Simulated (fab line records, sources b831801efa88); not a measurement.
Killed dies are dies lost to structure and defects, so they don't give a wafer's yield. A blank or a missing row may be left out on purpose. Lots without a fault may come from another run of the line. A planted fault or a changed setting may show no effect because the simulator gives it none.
Problem report in the 8D (eight disciplines) form, filled by code | flow sky130 | the parts of the form that need people (team, actions taken, sign-off) are left out

1. THE PROBLEM
oes_product_au at SKY_VIA3_ETCH_15 reads a mean of 0.855 a.u. on 2 wafers of 2 lots; wafers without a fault read 0.946 a.u. with a standard deviation of 0.005. That is -18 standard deviations from the usual mean.
The step: etches SiO2 in C4F8/O2/Ar, stops on TiN, target depth 507 nm, time 78 s.
First seen on wafer L372.1, day 44 06:07, on rie_diel-04. The record holds 33 wafers of 11 lots with a number at this step. Rule for "out", or "out of limits": more than 4 standard deviations from the usual mean. The other wafers with a number count as sound.

2. WHAT IT IS AND WHAT IT IS NOT
question                    | is                | is not
which readings at this step | oes_product_au    | -
which lots                  | L372, L373        | L356, L357, L359, L361, L363, L366, L367, L368, L376
which wafers of those lots  | L372.1, L373.4    | L372.4, L372.5, L373.1, L373.2
read on which tools         | rie_diel-04       | rie_diel-02, rie_diel-03
when                        | from day 44 06:07 | up to then (26 sound wafers); but 5 sound wafers of L373, L376 came after

3. SUSPECTS, AND WHAT RULES EACH OUT
Counting: a tool at a process step up to the reading stays a suspect if it ran every lot that is out. Sound lots after the first of them don't rule it out here, since some wafers of a struck lot are sound.
- rie_diel-04 at SKY_VIA3_ETCH_15 (etches SiO2 in C4F8/O2/Ar, stops on TiN, target depth 507 nm, time 78 s): kept. It ran every lot that is out, first L372 (day 44 06:07); its last sound lot up to then is L367 (day 42 21:08). Its own readings are out on those wafers: oes_product_au.
- Within rie_diel-04 at SKY_VIA3_ETCH_15: the wafers that are out ran in chamber 0; their sound lot-mates ran in chambers 2, 3.
Left after counting: rie_diel-04 at SKY_VIA3_ETCH_15.

4. THE CAUSE (what the simulator had put in)
Process parameter drift: rie_diel-04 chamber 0, from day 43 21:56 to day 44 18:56, at SKY_VIA3_ETCH_15. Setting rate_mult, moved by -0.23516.
Counting left only this tool.

5. THE CHAIN OF EFFECTS, in route order
Each row: a reading whose mean over the struck wafers that have a number lies more than 3 standard deviations from the usual. Only readings for which the record gives a usual standard deviation are gone through. hours: the time from each lot's start at the first step in this table that gives one to its start at this step, as a median over the lots. sigmas: the change in usual standard deviations.
hours | step                  | reading                  | usual      | on struck wafers | change | sigmas
0     | SKY_VIA3_ETCH_15      | oes_product_au           | 0.946 a.u. | 0.855            | -0.091 | -18
0     | SKY_VIA3_STRIP_16     | strip_time_to_endpoint_s | 4.121 s    | 4.386            | +0.264 | +14
128   | SKY_PAD_OPEN_PROBE_99 | defect_limited_yield     | 82.6 %     | 0.0              | -82.6  | -43
128   | SKY_PAD_OPEN_PROBE_99 | killed_at_M0_to_M3       | 43         | 452              | +408   | +59
128   | SKY_PAD_OPEN_PROBE_99 | killed_dies              | 85         | 492              | +407   | +43
128   | SKY_PAD_OPEN_PROBE_99 | killed_on_rim            | 16         | 96               | +80    | +22
128   | SKY_PAD_OPEN_PROBE_99 | sort_bin_5_function      | 10.2 %     | 93.5             | +83.3  | +52
128   | SKY_PAD_OPEN_PROBE_99 | sort_n_pass              | 407        | 0                | -407   | -43
128   | SKY_PAD_OPEN_PROBE_99 | sort_yield_pct           | 82.6 %     | 0.0              | -82.6  | -43
The process steps in it:
- SKY_VIA3_ETCH_15: etches SiO2 in C4F8/O2/Ar, stops on TiN, target depth 507 nm, time 78 s.
- SKY_VIA3_STRIP_16: strips in O2/N2.
- SKY_PAD_OPEN_PROBE_99

6. WHAT WOULD HAVE CAUGHT IT SOONER
In this record the first reading out of limits was taken at day 44 06:07, 8 hours after the fault began at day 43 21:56.
